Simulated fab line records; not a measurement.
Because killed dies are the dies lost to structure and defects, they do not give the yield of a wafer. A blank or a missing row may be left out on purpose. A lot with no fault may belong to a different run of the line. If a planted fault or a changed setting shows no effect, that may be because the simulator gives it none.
Comparing a struck lot with a sound one | flow sky130 | 16 out of 708 route steps
Sound: these wafers, L300.2, L300.3, L300.5. Wafers struck: L309.2, L309.3, L309.4. At the end, the cause is stated.
Per side, at each step with rows, come the tool, then ch with its chambers, and then its first start. Under that, the readings that differ: sound wafers | struck wafers | difference of the means | sigmas: that difference in standard deviations of wafers without a fault.
alike: a reading whose means differ by less than 2 such deviations, as well as words and numbers matching on both sides. not compared: withheld readings; readings where some wafer has no value; bounds like >300 that might hide an equal value; numbers whose values overlap and for which the record gives no deviation.
Wherever a step has rows on one side only, a row that says differs or no value, or a row with sigmas, the two part there. Numbers that don't overlap but have no deviation are shown without sigmas and don't part them. A reading that every wafer of one side lacks parts them only if that side has two wafers or more.

first, 1 step without rows for these wafers: SKY_VT_ADJUST_NCORE_DEVELOP_06 (develop time 60 s).
SKY_VT_ADJUST_NCORE_CD_MEAS_07: target cd 380 nm.
  sound on cd-sem-02, day 8 15:24; struck on cd-sem-01, day 11 04:40
  reading    | sound             | struck            | difference | sigmas
  cd-nm (nm) | 382.4 384.8 385.3 | 377.9 378.5 377.5 | -6.2       | -2
SKY_VT_ADJUST_NCORE_OVL_MEAS_08:
  sound on overlay-01, day 8 15:30; struck on overlay-01, day 11 04:46
  alike: VT_ADJUST_NCORE_OVL
after that, 1 step had no rows for these wafers: SKY_VT_ADJUST_NCORE_IMPLANT_09.
SKY_VT_ADJUST_NCORE_STRIP_10: strips in O2/N2.
  sound on plasma-asher-04 ch 1, day 8 15:41; struck on plasma-asher-02 ch 0,1, day 11 04:56
  alike: chamber-pressure-mTorr, drypump-motor-current-A, n2-flow-sccm, oes-product-au, strip-time-to-endpoint-s
  not compared: rf-hours-counter-h
SKY_VT_ADJUST_NCORE_TW_MEAS_11:
  sound on film-metro-02, day 8 15:47; struck on film-metro-01, day 11 05:03
  alike: VT_ADJUST_NCORE_TW
then, 6 steps without rows for these wafers: SKY_VT_ADJUST_HVTR_DEHYDRATE_00 (time 60 s); SKY_VT_ADJUST_HVTR_HMDS_01 (prime time 60 s); SKY_VT_ADJUST_HVTR_COAT_02 (resist thk 1140 nm); SKY_VT_ADJUST_HVTR_SOFTBAKE_03 (time 60 s); SKY_VT_ADJUST_HVTR_EXPOSE_04 (exposes mask HVTRM, target cd 380 nm); SKY_VT_ADJUST_HVTR_PEB_05.
SKY_VT_ADJUST_HVTR_DEVELOP_06: develop time 60 s.
  sound on litho-track-03 ch 0, day 9 12:33; struck on litho-track-03 ch 0, day 12 04:30
SKY_VT_ADJUST_HVTR_CD_MEAS_07: target cd 380 nm.
  sound on cd-sem-01, day 9 12:42; struck on cd-sem-01, day 12 04:39
  reading    | sound             | struck            | difference | sigmas
  cd-nm (nm) | 379.0 378.7 376.5 | 282.9 284.1 282.5 | -94.9      | -45
SKY_VT_ADJUST_HVTR_OVL_MEAS_08:
  sound on overlay-02, day 9 12:48; struck on overlay-01, day 12 04:45
  alike: VT_ADJUST_HVTR_OVL
after that, 1 step had no rows for these wafers: SKY_PAD_OPEN_PROBE_99.

== WHERE THEY PART ==
First at SKY_VT_ADJUST_NCORE_CD_MEAS_07; last, within this record, at SKY_VT_ADJUST_HVTR_CD_MEAS_07. Later steps at which nothing parts them and some readings are alike: SKY_VT_ADJUST_HVTR_OVL_MEAS_08.

WHY: what the simulator had put in
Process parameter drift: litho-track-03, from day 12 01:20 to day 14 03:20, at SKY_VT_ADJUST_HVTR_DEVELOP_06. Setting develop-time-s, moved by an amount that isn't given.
